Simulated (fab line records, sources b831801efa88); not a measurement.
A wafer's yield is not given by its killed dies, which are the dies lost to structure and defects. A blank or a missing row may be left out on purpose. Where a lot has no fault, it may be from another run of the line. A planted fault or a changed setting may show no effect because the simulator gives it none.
Which of the tools did it? ; flow gf180mcu ; 18 wafers from 6 lots sampled at 2 of the route's 602 steps

== WHAT EACH GAUGE READ, for each wafer ==
GF_VT_IMPLANT_RS_MEAS_48: the measuring method here is four-point-probe.
lot;measured;on;LVPWELL_RS (ohm/sq)
L640;day 7 20:29;film-metro-01;1197 1197 1202
L647;day 9 16:47;film-metro-04;1235 1238 1237
L652;day 11 07:56;film-metro-01;1204 1198 1202
L657;day 12 11:01;film-metro-04;1200 1200 1201
L659;day 13 05:46;film-metro-01;1196 1195 1195
L661;day 13 16:56;film-metro-02;1194 1191 1195

== WHICH TOOL RAN EACH LOT (tool, then ch and the chambers of the sampled wafers, then the start) ==
lot;GF_LVPWELL_IMPLANT_09
L640;implanter-04 ch 0, day 4 03:27
L647;implanter-04 ch 0, day 5 16:38
L652;implanter-02 ch 0, day 7 01:02
L657;implanter-03 ch 0, day 8 01:20
L659;implanter-03 ch 0, day 8 16:04
L661;implanter-02 ch 0, day 9 01:23
- GF_LVPWELL_IMPLANT_09

== THE ANSWER, worked out from the rows above alone ==
Rule: the usual values come from the lots themselves. The widest of any qualifying gaps counts: lots, ordered by their means at a reading, are off when they make up no more than a third of the lots, leave a main group of 4 or more, and stand apart from it by 3 or more times the standard deviation of that group's means. If all means in a main group match to the digits the tables above print for the reading, that group is not used. A lot without any number at a reading at which 4 lots or more have one is off too. Any other lot the step has rows for is counted as sound.
Off: L647, at GF_VT_IMPLANT_RS_MEAS_48 (LVPWELL_RS). Mean 1198 ohm/sq and standard deviation 3 in the main group.
If a tool, at a process step before that reading, ran all the lots that are off and no sound lot after the first of them, it fits. Those tools and the gauges at GF_VT_IMPLANT_RS_MEAS_48 are tried in the same way. One fits: implanter-04 at GF_LVPWELL_IMPLANT_09. Its last sound lot is L640 (day 4 03:27), its first lot that is off L647 (day 5 16:38): a fault that began between those two fits.

== WHAT WAS PUT IN BY THE SIMULATOR ==
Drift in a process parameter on implanter-04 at GF_LVPWELL_IMPLANT_09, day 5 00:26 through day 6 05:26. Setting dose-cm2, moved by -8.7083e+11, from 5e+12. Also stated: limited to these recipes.
Lots struck among those shown: L647. The rule above reached the same finding.
